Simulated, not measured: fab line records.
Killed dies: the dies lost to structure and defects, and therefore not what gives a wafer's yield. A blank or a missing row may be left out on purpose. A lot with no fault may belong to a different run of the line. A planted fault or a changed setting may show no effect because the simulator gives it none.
Matching of chambers	flow gf180mcu	GF_V2_CMP_04 on cmp-01: 4 sister chambers
The step polishes SiO2. 8 wafers are shown with their chamber, then 12 later ones without.

## WAFERS WITH THEIR CHAMBER
wafer	chamber	motor current A (A)	time to endpoint s (s)
L080.4	1	11.3	82
L083.1	1	11.3	85
L085.1	3	9.2	79
L085.2	2	9.9	78
L085.4	0	11.2	83
L086.2	3	9.0	73
L086.3	2	9.6	74
L086.4	0	11.1	81

## WAFERS WITHOUT THEIR CHAMBER
wafer	motor current A (A)	time to endpoint s (s)
L090.1	9.5	81
L090.4	8.6	84
L090.5	11.7	89
L092.4	11.8	81
L092.5	11.5	78
L092.6	12.5	82
L094.1	9.2	82
L094.2	8.7	86
L094.3	11.3	80
L096.1	12.0	75
L096.2	8.9	77
L096.5	11.5	73

## CHAMBER TAKEN BY EACH
wafer	from the rows above	in truth
L090.1	can't be placed: 2 or 3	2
L090.4	3	3
L090.5	can't be placed: 1 or 0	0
L092.4	can't be placed: 1 or 0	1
L092.5	can't be placed: 1 or 0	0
L092.6	can't be placed: 1 or 0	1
L094.1	3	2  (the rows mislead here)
L094.2	3	3
L094.3	can't be placed: 1 or 0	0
L096.1	can't be placed: 1 or 0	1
L096.2	3	3
L096.5	can't be placed: 1 or 0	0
3 of 12 placed correctly. From these rows, 8 cannot be placed; in 8 the true chamber is one of the candidates. Wrongly placed: 1.
How it was worked out, from the rows above alone: a wafer's distance from a chamber is the root of the sum, over the readings, of the square of ((its reading less the chamber's mean) divided by the reading's scatter). The wafer belongs to the nearest chamber; if the next one is less than 2 further off, it can't be placed. For every chamber, the mean is computed from those of its wafers that are shown. How the scatter is found: for the shown wafers, subtract from each reading the mean of its chamber, square and add these, divide the total by (wafers less chambers), then take the root.
